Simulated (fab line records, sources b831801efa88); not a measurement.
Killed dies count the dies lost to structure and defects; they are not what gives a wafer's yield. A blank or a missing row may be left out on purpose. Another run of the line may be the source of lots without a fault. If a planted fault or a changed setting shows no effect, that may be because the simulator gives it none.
Matching of chambers | flow gf180mcu | GF_MIM_CVD_05 on pecvd-04: 3 sister chambers
The step deposits Si3N4, target thk 42 nm, time 29.086 s. 6 wafers are shown with their chamber, then 12 later ones without.

## EACH WAFER AND ITS CHAMBER
wafer  | chamber | heater_power_w (W)
L083.3 | 2       | 792
L088.3 | 1       | 777
L088.6 | 0       | 516
L091.1 | 1       | 727
L091.2 | 2       | 868
L091.4 | 0       | 525

## WAFERS WHOSE CHAMBER IS MISSING
wafer  | heater_power_w (W)
L092.3 | 764
L092.5 | 761
L092.6 | 745
L095.1 | 751
L095.2 | 695
L095.3 | 500
L096.1 | 866
L096.2 | 593
L096.3 | 682
L097.1 | 737
L097.5 | 868
L097.6 | 576

## WHICH CHAMBER EACH WENT THROUGH
wafer  | from the rows above     | in truth
L092.3 | can't be placed: 1 or 2 | 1
L092.5 | can't be placed: 1 or 2 | 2
L092.6 | 1                       | 1
L095.1 | 1                       | 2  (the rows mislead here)
L095.2 | 1                       | 1
L095.3 | 0                       | 0
L096.1 | 2                       | 2
L096.2 | 0                       | 0
L096.3 | 1                       | 1
L097.1 | 1                       | 1
L097.5 | 2                       | 2
L097.6 | 0                       | 0
Placed correctly: 9 of 12. Cannot be placed on the basis of these rows: 2; the candidates contain the true chamber in 2. 1 placed wrongly.
How it was worked out, from the rows above alone: a wafer's distance from a chamber is the root of the sum, over the readings, of the square of ((its reading less the chamber's mean) divided by the reading's scatter). The wafer belongs to the nearest chamber; if the next one is less than 2 further off, it can't be placed. For every chamber, the mean is computed from those of its wafers that are shown. The scatter: take each reading less its chamber's mean, square it, sum over the shown wafers, divide by the number of wafers less the number of chambers, and take the root.
